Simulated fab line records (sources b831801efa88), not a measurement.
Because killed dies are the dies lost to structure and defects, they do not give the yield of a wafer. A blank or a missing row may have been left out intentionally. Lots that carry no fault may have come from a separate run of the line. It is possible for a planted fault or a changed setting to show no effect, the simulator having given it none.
fab line records -- flow sky130
record: lots: 12, wafers: 36, last_day: 50
route steps=708 shown FIELD_ISO@5 NWELL@76 PAD_OPEN@708
lots that met no fault: from a run of the same line without faults
start_h: hours from the record's first day to the start of the lot's first wafer shown -- wait_h: hours from the lot's prior step to this one -- " the same as in the row above -- L1.1+2: a row that stands for several wafers -- - no value present, or no start provided -- * or withheld: withheld -- < > ~ a bound
route shown NAME@n: NAME is a module with steps in the file, n the number in the route of the first one -- usual: the fault-free wafers' mean and standard deviation -- same: alike in all rows -- chamber/n: place in a boat -- sites: readings site by site -- _std_site: standard deviation across them -- _edge_site: outer sites' mean less inner sites' -- radius_mm: for every site, how far away it sits from the centre of the wafer -- mask NAME#n: copy n -- behind: the most recent tool/chamber to have shaped the wafer -- hold: the reason the lot was held/the length of the hold in hours/how it ended -- device: which transistor (n, p or np) failed to switch -- end of line: the route-end tests of the same wafers -- where a step has no rows: the recipe by itself -- killed: at the first sort, the dies lost to defects and structure; wafer yield is something else -- map: shows each die of a wafer: x if killed, . if not, _ if none is there
set.NAME: the setting that was run; set.NAME@STEP: the one run at that earlier step -- model.NAME: the simulator's own value behind a step, which no gauge read
the route's steps for a sample of lots (tables are steps, rows are wafers)
services: when a tool's chamber went out of use (start_h, in hours from the record's first day, below 0 if earlier), for how many hours, and the reason
== steps ==
step: SKY_FIELD_ISO_THK_MEAS_04
recipe: reads: Si3N4_of_FIELD_ISO_CVD_03
usual: FIELD_ISO_CVD_03_THK: 164.4/1.8
lot.wafer,tool,chamber,start_h,wait_h,FIELD_ISO_CVD_03_THK[nm]
L101.3,film_metro-02,-,20.56,0.0,162.2
L101.5,film_metro-02,-,20.56,0.0,162.7
L101.6,film_metro-02,-,20.56,0.0,162.0
L102.1,film_metro-03,-,26.68,0.0,164.3
L102.3,film_metro-03,-,26.68,0.0,166.0
L102.4,film_metro-03,-,26.68,0.0,164.8
L103.2,film_metro-03,-,30.79,0.0,164.0
L103.4,film_metro-03,-,30.79,0.0,162.4
L103.6,film_metro-03,-,30.79,0.0,163.5
L104.3,film_metro-02,-,35.52,0.0,161.9
L104.4,film_metro-02,-,35.52,0.0,163.3
L104.5,film_metro-02,-,35.52,0.0,165.0
L105.2,film_metro-02,-,38.51,0.0,165.3
L105.3,film_metro-02,-,38.51,0.0,165.2
L105.6,film_metro-02,-,38.51,0.0,166.0
L106.2,film_metro-02,-,45.77,0.0,165.3
L106.3,film_metro-02,-,45.77,0.0,165.3
L106.4,film_metro-02,-,45.77,0.0,165.8
L107.2,film_metro-03,-,49.81,0.0,163.8
L107.3,film_metro-03,-,49.81,0.0,163.4
L107.6,film_metro-03,-,49.81,0.0,163.5
L110.1,film_metro-03,-,64.44,0.0,164.3
L110.4,film_metro-03,-,64.44,0.0,165.8
L110.5,film_metro-03,-,64.44,0.0,167.1
L111.2,film_metro-02,-,69.45,0.0,164.8
L111.3,film_metro-02,-,69.45,0.0,164.7
L111.4,film_metro-02,-,69.45,0.0,166.0
L117.2,film_metro-03,-,99.38,0.0,162.4
L117.4,film_metro-03,-,99.38,0.0,162.0
L117.6,film_metro-03,-,99.38,0.0,162.5
L119.1,film_metro-03,-,110.00,0.0,160.9
L119.5,film_metro-03,-,110.00,0.0,162.6
L119.6,film_metro-03,-,110.00,0.0,162.5
L121.1,film_metro-02,-,118.48,0.0,167.7
L121.4,film_metro-02,-,118.48,0.0,165.9
L121.5,film_metro-02,-,118.48,0.0,165.9
step: SKY_FIELD_ISO_ETCH_17
recipe: target_depth_a: 3420, mask_material: Si3N4, chemistry: HBr/Cl2/O2, target: Si, taper_deg: 5, icp_w: 600, bias_w: 150, pressure_mtorr: 15, HBr_flow_sccm: 150, Cl2_flow_sccm: 40, O2_flow_sccm: 6, time_s: 97.7
usual: bias_w: 150.0/0.44, drypump_motor_current_A: 5.5/0.54, mfc_cl2_sccm: 39.99/0.12, oes_product_au: 1.006/0.0071, rf_fwd_power_W: 596.6/2.3, throttle_valve_pct: 25.653/0.0091
lot.wafer,tool,chamber,start_h,wait_h,bias_w,drypump_motor_current_A,mfc_cl2_sccm,oes_product_au,rf_fwd_power_W,rf_hours_counter_h,throttle_valve_pct
L101.3,rie_si-01,2,35.86,0.0,150.4,5.2,39.98,1.007,594.8,36,25.634
L101.5,rie_si-01,3,35.86,0.0,150.1,5.3,39.92,1.011,598.7,-,25.664
L101.6,rie_si-01,0,35.86,0.0,150.0,5.0,39.96,0.999,597.1,-,25.669
L102.1,rie_si-02,2,41.95,0.1,150.6,6.0,40.10,1.018,598.7,133,25.640
L102.3,rie_si-02,0,41.95,0.1,150.0,6.3,40.10,1.005,593.3,72,25.655
L102.4,rie_si-02,3,41.95,0.1,149.9,6.2,39.85,1.007,599.8,42,25.654
L103.2,rie_si-01,1,45.90,0.1,149.6,4.9,40.05,0.994,600.7,3,25.672
L103.4,rie_si-01,2,45.90,0.1,149.8,5.1,40.14,1.000,596.2,36,25.661
L103.6,rie_si-01,0,45.90,0.1,150.0,5.0,39.97,0.999,596.5,-,25.659
L104.3,rie_si-01,0,51.02,0.0,149.9,5.0,39.98,1.005,597.4,115,25.646
L104.4,rie_si-01,2,51.02,0.0,150.4,5.1,40.10,1.002,592.9,36,25.649
L104.5,rie_si-01,1,51.02,0.0,149.8,5.0,39.82,0.999,596.3,-,25.649
L105.2,rie_si-02,2,54.21,0.1,150.0,6.1,40.17,1.020,598.3,133,25.636
L105.3,rie_si-02,3,54.21,0.1,149.7,6.2,39.98,1.009,597.3,43,25.645
L105.6,rie_si-02,2,54.21,0.1,150.6,6.1,40.00,1.017,598.1,-,25.650
L106.2,rie_si-01,3,62.32,0.1,150.7,5.3,39.94,1.006,594.9,118,25.672
L106.3,rie_si-01,2,62.32,0.1,150.3,5.2,39.93,0.996,595.7,36,25.646
L106.4,rie_si-01,0,62.32,0.1,149.5,5.0,39.90,1.007,596.3,115,25.641
L107.2,rie_si-02,3,65.81,0.1,150.0,6.2,40.35,0.994,594.3,43,25.658
L107.3,rie_si-02,0,65.81,0.1,150.5,6.3,39.84,1.003,592.7,73,25.656
L107.6,rie_si-02,0,65.81,0.1,149.8,6.3,39.80,0.991,594.6,-,25.653
L110.1,rie_si-01,3,82.17,0.1,159.5,5.3,40.00,1.015,595.2,119,25.628
L110.4,rie_si-01,0,82.17,0.1,158.1,5.0,39.96,1.007,598.2,115,25.662
L110.5,rie_si-01,3,82.17,0.1,159.5,5.3,39.93,1.023,595.5,-,25.653
L111.2,rie_si-01,3,86.15,0.1,159.7,5.3,39.91,1.008,599.7,119,25.642
L111.3,rie_si-01,1,86.15,0.1,159.6,5.0,40.03,1.008,596.7,3,25.660
L111.4,rie_si-01,0,86.15,0.1,158.7,5.0,40.14,1.015,597.9,115,25.643
L117.2,rie_si-02,2,118.00,0.1,150.3,6.1,39.96,1.011,593.5,134,25.664
L117.4,rie_si-02,1,118.00,0.1,150.1,6.2,39.92,1.008,594.0,124,25.654
L117.6,rie_si-02,1,118.00,0.1,150.6,6.2,40.00,1.006,593.9,-,25.653
L119.1,rie_si-02,1,128.80,0.1,150.2,6.2,39.74,1.008,594.2,124,25.670
L119.5,rie_si-02,0,128.80,0.1,150.2,6.2,40.08,0.985,593.3,-,25.671
L119.6,rie_si-02,3,128.80,0.1,149.9,6.2,39.92,0.999,598.4,-,25.654
L121.1,rie_si-02,2,137.42,0.1,149.8,6.0,39.84,1.023,593.6,134,25.630
L121.4,rie_si-02,1,137.42,0.1,150.1,6.2,39.86,1.008,596.7,124,25.656
L121.5,rie_si-02,0,137.42,0.1,150.4,6.3,40.01,1.004,595.4,-,25.652
step: SKY_FIELD_ISO_CMP_27
recipe: stop_on: Si3N4, t_overpolish_s: 16, down_force_psi: 4, platen_rpm: 60, target_thk_nm: 457.8, pad_velocity_m_s: 0.94248
usual: head_pressure_psi: 4.001/0.0083, motor_current_A: 11.5/0.8, overpolish_run_s: 15.999/0.0089, time_to_endpoint_s: 111/3.4
lot.wafer,tool,chamber,start_h,wait_h,head_pressure_psi,motor_current_A,overpolish_run_s,time_to_endpoint_s
L101.3,cmp-01,0,41.19,0.1,3.997,11.2,16.002,114
L101.5,cmp-01,1,41.19,0.1,4.007,11.1,15.994,114
L101.6,cmp-01,2,41.19,0.1,3.985,12.6,16.007,112
L102.1,cmp-02,0,45.88,0.0,3.982,11.0,16.013,115
L102.4,cmp-02,1,45.88,0.0,4.002,11.5,16.013,112
L102.3,cmp-02,2,45.88,0.0,3.990,11.9,15.996,116
L103.4,cmp-02,1,49.72,0.1,4.005,12.5,15.998,115
L103.2,cmp-02,3,49.72,0.1,4.003,11.1,16.000,118
L103.6,cmp-02,1,49.72,0.1,4.005,12.4,15.999,117
L104.3,cmp-01,0,54.94,0.1,3.994,10.3,16.000,112
L104.4,cmp-01,1,54.94,0.1,4.008,11.3,16.003,110
L104.5,cmp-01,3,54.94,0.1,4.000,11.8,16.006,109
L105.3,cmp-01,0,59.45,0.0,3.994,10.8,16.007,113
L105.2,cmp-01,1,59.45,0.0,4.001,11.5,16.010,112
L105.6,cmp-01,1,59.45,0.0,4.002,11.4,16.009,115
L106.2,cmp-01,2,65.53,0.0,4.005,12.6,16.013,113
L106.3,cmp-01,0,65.53,0.0,4.007,11.0,16.006,114
L106.4,cmp-01,1,65.53,0.0,3.989,11.6,15.999,111
L107.2,cmp-02,3,70.49,0.0,4.012,10.8,15.995,112
L107.3,cmp-02,2,70.49,0.0,4.005,12.3,16.003,112
L107.6,cmp-02,3,70.49,0.0,4.002,10.6,15.989,113
L110.4,cmp-01,0,86.33,0.0,4.002,10.8,16.003,111
L110.1,cmp-01,3,86.33,0.0,4.001,12.6,15.989,111
L110.5,cmp-01,1,86.33,0.0,4.001,11.1,15.979,111
L111.4,cmp-01,2,89.37,0.0,3.990,13.4,15.996,112
L111.3,cmp-01,3,89.37,0.0,4.003,11.8,15.998,110
L111.2,cmp-01,1,89.37,0.0,4.020,11.6,16.002,108
L117.2,cmp-01,2,121.20,0.0,3.994,12.4,15.997,105
L117.4,cmp-01,0,121.20,0.0,4.000,10.4,16.006,107
L117.6,cmp-01,2,121.20,0.0,4.000,12.2,15.992,108
L119.1,cmp-01,0,135.01,0.1,4.008,10.7,15.994,106
L119.6,cmp-01,1,135.01,0.1,3.995,10.8,16.002,105
L119.5,cmp-01,2,135.01,0.1,4.014,12.8,15.998,103
L121.4,cmp-02,3,147.05,0.0,3.994,10.8,16.007,107
L121.1,cmp-02,0,147.05,0.0,3.991,10.7,16.007,112
L121.5,cmp-02,0,147.05,0.0,3.992,11.0,16.002,107
step: SKY_NWELL_OVL_MEAS_23
usual: NWELL_01_OVL: -0.5/1.5
lot.wafer,tool,chamber,start_h,wait_h,NWELL_01_OVL[nm]
L101.3,overlay-01,-,111.44,-,-0.7
L101.5,overlay-01,-,111.44,-,-0.3
L101.6,overlay-01,-,111.44,-,-1.2
L102.1,overlay-02,-,117.83,-,-0.5
L102.3,overlay-02,-,117.83,-,-2.9
L102.4,overlay-02,-,117.83,-,-2.9
L103.2,overlay-02,-,121.69,-,-2.6
L103.4,overlay-02,-,121.69,-,-1.2
L103.6,overlay-02,-,121.69,-,-2.9
L104.3,overlay-02,-,128.96,-,-2.8
L104.4,overlay-02,-,128.96,-,-2.4
L104.5,overlay-02,-,128.96,-,-0.8
L105.2,overlay-01,-,132.33,-,0.7
L105.3,overlay-01,-,132.33,-,0.9
L105.6,overlay-01,-,132.33,-,1.5
L106.2,overlay-02,-,140.49,-,0.2
L106.3,overlay-02,-,140.49,-,0.1
L106.4,overlay-02,-,140.49,-,1.1
L107.2,overlay-02,-,144.69,-,1.0
L107.3,overlay-02,-,144.69,-,-0.8
L107.6,overlay-02,-,144.69,-,-0.9
L110.1,overlay-02,-,163.20,-,-0.7
L110.4,overlay-02,-,163.20,-,-2.2
L110.5,overlay-02,-,163.20,-,-0.9
L111.2,overlay-02,-,167.76,-,0.3
L111.3,overlay-02,-,167.76,-,-0.1
L111.4,overlay-02,-,167.76,-,0.8
L117.2,overlay-01,-,206.33,-,1.8
L117.4,overlay-01,-,206.33,-,0.3
L117.6,overlay-01,-,206.33,-,-0.6
L119.1,overlay-02,-,223.65,-,0.5
L119.5,overlay-02,-,223.65,-,2.5
L119.6,overlay-02,-,223.65,-,-0.7
L121.1,overlay-01,-,234.85,-,-0.3
L121.4,overlay-01,-,234.85,-,0.0
L121.5,overlay-01,-,234.85,-,-0.8
step: SKY_PAD_OPEN_PROBE_99
usual: killed_at_M0_to_M3: 43/7, killed_at_M4_up: 3.1/2, killed_at_contacts: 24/5.3, killed_at_front_end: 15/4.2, killed_at_other: 0.4/0.66, killed_dies: 86/9.5, killed_open: 47/7.4, killed_short: 38/6.2
same: gross_dies: 492, killed_at_back_side: 0
lot.wafer,tool,chamber,start_h,wait_h,killed_at_M0_to_M3,killed_at_M4_up,killed_at_contacts,killed_at_front_end,killed_at_other,killed_dies,killed_open,killed_short
L101.3,prober-02,-,1083.01,0.2,37,6,20,14,0,77,42,35
L101.5,prober-02,-,1083.11,0.2,40,3,22,26,0,91,46,45
L101.6,prober-02,-,1083.16,0.2,43,7,20,12,0,82,37,44
L102.1,prober-01,-,1090.78,0.1,42,3,23,16,0,84,44,39
L102.3,prober-01,-,1090.88,0.2,55,1,34,13,0,103,57,46
L102.4,prober-01,-,1090.93,0.2,48,2,20,11,0,81,50,31
L103.2,prober-02,-,1097.20,0.1,32,3,30,18,0,83,39,44
L103.4,prober-02,-,1097.30,0.2,40,1,15,17,1,74,39,33
L103.6,prober-02,-,1097.40,0.2,49,1,12,13,1,76,37,38
L105.2,prober-01,-,1098.44,0.1,39,3,36,14,0,92,50,42
L105.3,prober-01,-,1098.49,0.2,52,1,33,19,0,105,50,55
L105.6,prober-01,-,1098.64,0.2,41,2,21,11,0,75,44,31
L104.3,prober-02,-,1101.80,0.2,50,5,20,15,0,90,50,40
L104.4,prober-02,-,1101.85,0.2,46,6,23,24,0,99,50,48
L104.5,prober-02,-,1101.90,0.2,48,4,22,10,1,85,44,41
L107.2,prober-01,-,1113.99,0.1,34,6,26,6,1,73,44,29
L107.3,prober-01,-,1114.04,0.2,34,3,19,16,0,72,31,40
L107.6,prober-01,-,1114.19,0.2,45,4,27,16,0,92,61,31
L106.2,prober-02,-,1115.94,0.1,47,6,19,7,0,79,45,34
L106.3,prober-02,-,1115.99,0.2,52,6,32,18,0,108,58,48
L106.4,prober-02,-,1116.04,0.2,54,3,19,15,0,91,46,43
L110.1,prober-01,-,1135.35,0.1,47,1,20,10,0,78,36,42
L110.4,prober-01,-,1135.50,0.2,51,2,26,14,2,95,59,36
L110.5,prober-01,-,1135.55,0.2,32,4,19,14,0,69,41,28
L111.2,prober-02,-,1139.60,0.1,29,4,17,19,1,70,27,43
L111.3,prober-02,-,1139.65,0.2,40,2,20,15,0,77,44,33
L111.4,prober-02,-,1139.70,0.2,43,4,17,19,1,84,42,42
L117.2,prober-01,-,1172.40,0.1,55,4,19,14,0,92,51,40
L117.4,prober-01,-,1172.50,0.2,46,3,21,15,0,85,43,42
L117.6,prober-01,-,1172.60,0.2,34,2,25,18,0,79,49,30
L119.1,prober-01,-,1181.72,0.1,47,6,21,14,0,88,42,46
L119.5,prober-01,-,1181.92,0.2,45,4,30,12,0,91,61,30
L119.6,prober-01,-,1181.97,0.2,52,3,22,20,1,98,49,49
L121.1,prober-01,-,1190.68,0.1,46,3,11,21,2,83,48,33
L121.4,prober-01,-,1190.83,0.2,42,1,26,16,1,86,49,37
L121.5,prober-01,-,1190.88,0.2,37,4,23,16,0,80,47,33
killed by level:class
L101.3 VIA1:geometric_particle:open=10 CONTACT:geometric_particle:open=9 VIA3:geometric_particle:open=7 CONTACT:geometric_particle:short=7 METAL2:geometric_particle:short=6 POLY_GATE:geometric_particle:short=4 METAL4:geometric_particle:short=4 VIA1:geometric_particle:short=4
L101.5 VIA1:geometric_particle:open=11 POLY_GATE:geometric_particle:short=7 LI_CONTACT:geometric_particle:open=7 CONTACT:geometric_particle:open=7 FIELD_ISO:geometric_particle:short=6 METAL1:geometric_particle:short=5 VIA2:geometric_particle:open=5 FIELD_ISO:geometric_particle:open=4
L101.6 LI_CONTACT:geometric_particle:open=6 METAL1:geometric_particle:short=6 VIA3:geometric_particle:open=6 LOCAL_INTERCONNECT:geometric_particle:short=5 METAL2:geometric_particle:short=5 VIA2:geometric_particle:open=5 VIA2:geometric_particle:short=5 FIELD_ISO:geometric_particle:short=4
L102.1 VIA1:geometric_particle:open=10 CONTACT:geometric_particle:open=8 LI_CONTACT:geometric_particle:open=6 VIA1:geometric_particle:short=6 VIA2:geometric_particle:open=5 FIELD_ISO:geometric_particle:open=4 CONTACT:geometric_particle:short=4 FIELD_ISO:geometric_particle:short=3
L102.3 VIA1:geometric_particle:open=16 CONTACT:geometric_particle:open=14 VIA3:geometric_particle:open=9 LI_CONTACT:geometric_particle:short=7 LI_CONTACT:geometric_particle:open=7 METAL3:geometric_particle:short=7 VIA1:geometric_particle:short=6 FIELD_ISO:geometric_particle:short=5
L102.4 VIA1:geometric_particle:open=16 CONTACT:geometric_particle:open=6 METAL1:geometric_particle:short=6 VIA3:geometric_particle:open=6 LOCAL_INTERCONNECT:geometric_particle:short=5 VIA2:geometric_particle:open=5 METAL3:geometric_particle:short=5 FIELD_ISO:geometric_particle:open=4
L103.2 CONTACT:geometric_particle:open=9 METAL1:geometric_particle:short=8 VIA1:geometric_particle:open=7 CONTACT:geometric_particle:short=6 FIELD_ISO:geometric_particle:open=5 LI_CONTACT:geometric_particle:open=5 METAL2:geometric_particle:short=5 LOCAL_INTERCONNECT:geometric_particle:short=5
L103.4 VIA1:geometric_particle:open=10 METAL1:geometric_particle:short=6 LI_CONTACT:geometric_particle:open=5 METAL2:geometric_particle:short=5 POLY_GATE:geometric_particle:open=4 FIELD_ISO:geometric_particle:open=4 POLY_GATE:geometric_particle:short=4 CONTACT:geometric_particle:open=4
L103.6 VIA3:geometric_particle:open=8 METAL2:geometric_particle:short=7 VIA1:geometric_particle:open=6 VIA2:geometric_particle:open=6 VIA2:geometric_particle:short=5 FIELD_ISO:geometric_particle:open=4 METAL1:geometric_particle:short=4 VIA1:geometric_particle:short=4
L105.2 LI_CONTACT:geometric_particle:open=14 CONTACT:geometric_particle:short=9 CONTACT:geometric_particle:open=9 VIA2:geometric_particle:open=8 VIA1:geometric_particle:open=7 VIA1:geometric_particle:short=5 FIELD_ISO:geometric_particle:short=4 POLY_GATE:geometric_particle:short=4
L105.3 VIA1:geometric_particle:short=12 VIA1:geometric_particle:open=12 POLY_GATE:geometric_particle:open=8 LI_CONTACT:geometric_particle:open=8 CONTACT:geometric_particle:short=8 CONTACT:geometric_particle:open=8 METAL2:geometric_particle:short=6 FIELD_ISO:geometric_particle:short=5
L105.6 CONTACT:geometric_particle:open=10 VIA1:geometric_particle:short=9 VIA1:geometric_particle:open=8 LI_CONTACT:geometric_particle:open=6 POLY_GATE:geometric_particle:open=5 VIA2:geometric_particle:open=5 VIA3:geometric_particle:open=4 CONTACT:geometric_particle:short=4
L104.3 VIA1:geometric_particle:open=14 CONTACT:geometric_particle:open=9 VIA1:geometric_particle:short=9 VIA2:geometric_particle:open=8 FIELD_ISO:geometric_particle:open=5 CONTACT:geometric_particle:short=5 VIA3:geometric_particle:open=5 FIELD_ISO:geometric_particle:short=4
L104.4 VIA2:geometric_particle:open=10 POLY_GATE:geometric_particle:short=7 VIA1:geometric_particle:open=7 CONTACT:geometric_particle:short=6 POLY_GATE:geometric_particle:open=6 METAL2:geometric_particle:short=6 FIELD_ISO:geometric_particle:short=5 LI_CONTACT:geometric_particle:open=5
L104.5 VIA1:geometric_particle:open=13 VIA2:geometric_particle:open=7 VIA3:geometric_particle:open=7 METAL2:geometric_particle:short=6 LI_CONTACT:geometric_particle:open=5 LOCAL_INTERCONNECT:geometric_particle:short=5 CONTACT:geometric_particle:short=4 CONTACT:geometric_particle:open=4
L107.2 CONTACT:geometric_particle:open=13 VIA1:geometric_particle:open=10 METAL2:geometric_particle:short=7 LI_CONTACT:geometric_particle:open=5 METAL4:geometric_particle:short=5 CONTACT:geometric_particle:short=4 VIA3:geometric_particle:open=4 LI_CONTACT:geometric_particle:short=3
L107.3 FIELD_ISO:geometric_particle:short=6 CONTACT:geometric_particle:open=6 VIA1:geometric_particle:open=6 METAL2:geometric_particle:short=6 VIA3:geometric_particle:open=5 LOCAL_INTERCONNECT:geometric_particle:short=4 VIA1:geometric_particle:short=4 VIA2:geometric_particle:open=4
L107.6 VIA1:geometric_particle:open=11 LI_CONTACT:geometric_particle:open=10 CONTACT:geometric_particle:open=9 VIA2:geometric_particle:open=7 FIELD_ISO:geometric_particle:open=5 VIA3:geometric_particle:open=5 VIA1:geometric_particle:short=5 POLY_GATE:geometric_particle:short=4
L106.2 VIA1:geometric_particle:open=16 CONTACT:geometric_particle:open=8 VIA3:geometric_particle:open=7 VIA2:geometric_particle:open=7 METAL4:geometric_particle:short=5 LOCAL_INTERCONNECT:geometric_particle:short=4 CONTACT:geometric_particle:short=4 METAL1:geometric_particle:short=4
L106.3 CONTACT:geometric_particle:open=14 VIA1:geometric_particle:open=12 LOCAL_INTERCONNECT:geometric_particle:short=9 VIA1:geometric_particle:short=9 POLY_GATE:geometric_particle:open=6 LI_CONTACT:geometric_particle:open=6 VIA2:geometric_particle:open=6 VIA2:geometric_particle:short=6
L106.4 VIA1:geometric_particle:open=10 VIA2:geometric_particle:open=9 VIA3:geometric_particle:open=9 CONTACT:geometric_particle:open=8 METAL1:geometric_particle:short=7 FIELD_ISO:geometric_particle:short=5 VIA2:geometric_particle:short=5 LI_CONTACT:geometric_particle:open=4
L110.1 METAL2:geometric_particle:short=10 VIA1:geometric_particle:open=8 CONTACT:geometric_particle:open=7 VIA2:geometric_particle:open=7 LI_CONTACT:geometric_particle:open=6 VIA1:geometric_particle:short=5 METAL3:geometric_particle:short=5 METAL1:geometric_particle:short=4
L110.4 CONTACT:geometric_particle:open=15 VIA1:geometric_particle:open=13 VIA2:geometric_particle:open=8 METAL2:geometric_particle:short=6 METAL1:geometric_particle:short=5 VIA3:geometric_particle:open=5 FIELD_ISO:geometric_particle:open=4 LI_CONTACT:geometric_particle:open=4
L110.5 VIA1:geometric_particle:open=10 LI_CONTACT:geometric_particle:open=8 POLY_GATE:geometric_particle:open=5 CONTACT:geometric_particle:open=5 METAL1:geometric_particle:short=5 VIA3:geometric_particle:open=5 METAL4:geometric_particle:short=4 FIELD_ISO:geometric_particle:open=3
L111.2 FIELD_ISO:geometric_particle:short=7 METAL1:geometric_particle:short=6 VIA3:geometric_particle:open=6 LOCAL_INTERCONNECT:geometric_particle:short=5 LI_CONTACT:geometric_particle:open=4 CONTACT:geometric_particle:short=4 VIA1:geometric_particle:short=4 METAL2:geometric_particle:short=4
L111.3 METAL2:geometric_particle:short=8 VIA3:geometric_particle:open=8 VIA1:geometric_particle:open=7 LI_CONTACT:geometric_particle:open=7 FIELD_ISO:geometric_particle:open=5 CONTACT:geometric_particle:open=5 METAL1:geometric_particle:short=4 LOCAL_INTERCONNECT:geometric_particle:short=4
L111.4 VIA1:geometric_particle:open=14 POLY_GATE:geometric_particle:open=5 METAL3:geometric_particle:short=5 VIA1:geometric_particle:short=5 CONTACT:geometric_particle:short=4 CONTACT:geometric_particle:open=4 METAL1:geometric_particle:short=4 VIA3:geometric_particle:open=4
L117.2 VIA1:geometric_particle:open=19 VIA3:geometric_particle:open=8 CONTACT:geometric_particle:open=8 VIA2:geometric_particle:open=7 METAL2:geometric_particle:short=6 METAL1:geometric_particle:short=5 POLY_GATE:geometric_particle:short=4 VIA1:geometric_particle:short=4
L117.4 METAL1:geometric_particle:short=12 VIA1:geometric_particle:open=10 CONTACT:geometric_particle:short=7 CONTACT:geometric_particle:open=5 VIA3:geometric_particle:open=5 METAL2:geometric_particle:short=5 FIELD_ISO:geometric_particle:short=4 LI_CONTACT:geometric_particle:open=4
L117.6 CONTACT:geometric_particle:open=13 VIA1:geometric_particle:open=11 VIA2:geometric_particle:open=8 POLY_GATE:geometric_particle:open=5 FIELD_ISO:geometric_particle:open=4 LOCAL_INTERCONNECT:geometric_particle:short=4 METAL1:geometric_particle:short=4 POLY_GATE:geometric_particle:short=3
L119.1 VIA1:geometric_particle:open=11 LI_CONTACT:geometric_particle:open=10 METAL2:geometric_particle:short=7 VIA2:geometric_particle:open=6 FIELD_ISO:geometric_particle:short=5 VIA2:geometric_particle:short=5 VIA3:geometric_particle:short=5 METAL4:geometric_particle:short=5
L119.5 VIA1:geometric_particle:open=16 CONTACT:geometric_particle:open=14 LI_CONTACT:geometric_particle:open=8 VIA3:geometric_particle:open=8 FIELD_ISO:geometric_particle:open=5 POLY_GATE:geometric_particle:short=4 METAL2:geometric_particle:short=3 LOCAL_INTERCONNECT:geometric_particle:short=3
L119.6 VIA1:geometric_particle:open=15 VIA1:geometric_particle:short=10 CONTACT:geometric_particle:open=8 CONTACT:geometric_particle:short=6 FIELD_ISO:geometric_particle:open=5 METAL2:geometric_particle:short=5 METAL1:geometric_particle:short=4 POLY_GATE:geometric_particle:open=4
L121.1 VIA1:geometric_particle:open=14 FIELD_ISO:geometric_particle:open=9 VIA1:geometric_particle:short=9 VIA2:geometric_particle:open=8 POLY_GATE:geometric_particle:open=6 METAL1:geometric_particle:short=4 VIA3:geometric_particle:short=4 POLY_GATE:geometric_particle:short=3
L121.4 VIA1:geometric_particle:open=13 CONTACT:geometric_particle:open=11 VIA3:geometric_particle:open=7 POLY_GATE:geometric_particle:open=6 CONTACT:geometric_particle:short=6 VIA2:geometric_particle:open=6 VIA1:geometric_particle:short=4 METAL2:geometric_particle:short=4
L121.5 CONTACT:geometric_particle:open=11 VIA1:geometric_particle:open=11 METAL1:geometric_particle:short=8 FIELD_ISO:geometric_particle:open=7 FIELD_ISO:geometric_particle:short=4 LI_CONTACT:geometric_particle:open=4 VIA3:geometric_particle:open=4 VIA2:geometric_particle:open=4
== services ==
tool,chamber,start_h,hours,kind
cmp-01,-,21.26,1.2,repair
cmp-02,-,64.15,4.0,pm
cmp-02,-,68.15,-,consumable_replace:conditioner
cmp-02,-,68.15,-,consumable_replace:pad
cmp-02,-,82.99,0.7,repair
rie_si-01,2,89.08,3.3,repair
cmp-01,-,100.21,3.7,repair
rie_si-01,2,113.93,12.9,repair
rie_si-02,-,120.80,0.2,repair
== key ==
first_sign: step: SKY_FIELD_ISO_ETCH_17, reading: bias_w, direction: up, sigmas: 21, usual: 150.0, struck: 159.2
effect none on later readings
met_at SKY_FIELD_ISO_ETCH_17
struck_lots L110,L111
tester_left_out L110,L111
not_acting_at SKY_FIELD_ISO_THK_MEAS_04,SKY_FIELD_ISO_CMP_27,SKY_NWELL_OVL_MEAS_23
onset_between 62.32 82.17
fault: kind: process_parameter_drift, tool: rie_si-01, chamber: -, onset_h: 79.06, steps: SKY_FIELD_ISO_ETCH_17, channel: bias_w, offset: 9.068, shape: step, end_h: 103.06, acts_in: these_recipes_only, stated: 150
tester_left_out: of these lots the tester's yield and bins aren't shown, on N5 and GAA mostly nor the transistor test; their killed dies are dies lost to structure and defects alone, not to doping, threshold or leakage, so they don't give the yield
